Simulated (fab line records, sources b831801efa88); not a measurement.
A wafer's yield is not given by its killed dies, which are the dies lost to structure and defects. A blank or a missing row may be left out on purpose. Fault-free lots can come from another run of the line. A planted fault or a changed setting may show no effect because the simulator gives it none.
Which tool is to blame? | flow sky130 | at 1 step of a route of 708, 14 lots with 42 wafers sampled

## WHAT EACH GAUGE READ, for each wafer
SKY_LOCAL_INTERCONNECT_RS_MEAS_01: the measuring method here is four-point-probe.
lot  | measured     | on            | LOCAL_INTERCONNECT_TIN_RS (ohm/sq)
L226 | day 29 10:14 | film-metro-03 | 14.08 13.95 14.00
L227 | day 29 15:17 | film-metro-03 | 14.09 14.04 14.09
L228 | day 30 03:20 | film-metro-01 | 14.06 13.87 14.10
L230 | day 30 11:13 | film-metro-04 | 14.07 14.09 13.99
L231 | day 31 08:11 | film-metro-04 | 14.05 14.05 14.00
L232 | day 31 12:08 | film-metro-03 | 14.13 13.97 14.04
L233 | day 31 22:45 | film-metro-03 | 14.03 13.84 13.83
L234 | day 32 03:31 | film-metro-03 | 13.84 13.91 13.98
L235 | day 32 11:14 | film-metro-03 | 14.08 14.00 14.09
L238 | day 33 07:26 | film-metro-03 | 14.24 14.12 14.20
L243 | day 35 09:08 | film-metro-03 | 14.27 14.20 14.15
L245 | day 35 10:44 | film-metro-04 | 14.14 14.25 13.95
L246 | day 35 16:40 | film-metro-01 | 14.11 14.13 14.25
L247 | day 36 02:03 | film-metro-03 | 14.34 14.07 14.11

## WHICH TOOL RAN EACH LOT (tool, then ch and the chambers of the sampled wafers, then the start)
The record shows no process step preceding these readings.

## WHAT THE TOOLS THEMSELVES READ (means of the sampled wafers that have a number; where no wafer has one, the mark that the record gives instead)
The record holds no such reading with a usual standard deviation.

## THE ANSWER, worked out from the rows above alone
Rule: the lots themselves supply what counts as usual. Put in order of their means at a reading, lots are off if they are a third of the lots or fewer, leave a main group of 4 or more, and stand apart from it by a gap of 3 or more times the standard deviation of the main group's means; of several such gaps the widest counts. Not used: any main group whose means are identical at the precision the tables above print for the reading. A lot without any number at a reading at which 4 lots or more have one is off too. Any other lot the step has rows for is counted as sound. The gauges are gone through in route order, then the tools' own readings, and for those a lot's mean is taken as printed above. At the first step where some lot is off, the reading lying furthest off is the one used; lots without a number count as furthest.
Across all readings shown, no lot is off: no conclusion can be drawn from this.

## WHAT THE SIMULATOR HAD PUT IN
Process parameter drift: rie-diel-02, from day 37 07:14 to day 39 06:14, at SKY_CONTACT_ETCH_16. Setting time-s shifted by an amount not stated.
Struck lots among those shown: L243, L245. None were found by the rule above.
